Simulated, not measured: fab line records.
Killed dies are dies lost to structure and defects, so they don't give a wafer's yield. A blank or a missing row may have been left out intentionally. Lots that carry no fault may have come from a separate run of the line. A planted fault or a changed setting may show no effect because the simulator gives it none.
Chamber matching	flow sky130	4 sister chambers for SKY_VIA3_ETCH_14 on rie_diel-02
The step etches BARC in N2/H2, stops on SiO2, time 45.9 s, target depth 60 nm. 4 wafers are shown with their chamber, then 12 later ones without.

EACH WAFER AND ITS CHAMBER
wafer	chamber	drypump_motor_current_A (A)
L078.3	1	5.7
L088.1	0	5.4
L089.5	3	5.5
L089.6	2	5.3

WAFERS WITHOUT THEIR CHAMBER
wafer	drypump_motor_current_A (A)
L091.1	5.5
L091.3	5.3
L091.5	5.4
L093.1	5.3
L093.2	5.5
L093.3	5.6
L093.4	5.6
L093.5	5.2
L093.6	5.7
L095.3	5.4
L095.4	5.3
L095.5	5.3

EACH ONE'S CHAMBER
wafer	from the rows above	in truth
L091.1	3	3
L091.3	2	2
L091.5	0	0
L093.1	2	2
L093.2	3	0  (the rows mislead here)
L093.3	can't be placed: 3 or 1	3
L093.4	can't be placed: 3 or 1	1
L093.5	2	2
L093.6	1	1
L095.3	0	0
L095.4	2	2
L095.5	2	2
Correctly placed: 9 of 12. Cannot be placed on the basis of these rows: 2; the candidates contain the true chamber in 2. Placed wrongly: 1.
How it was worked out, from the rows above alone: a wafer's distance from a chamber is the root of the sum, over the readings, of the square of ((its reading less the chamber's mean) divided by the reading's scatter). The wafer belongs to the nearest chamber; if the next one is less than 2 further off, it can't be placed. Each chamber's mean is taken over the wafers shown for it. The scatter: with one shown wafer a chamber, the root of the mean of the squares of how far each hidden wafer lies from its nearest shown one.
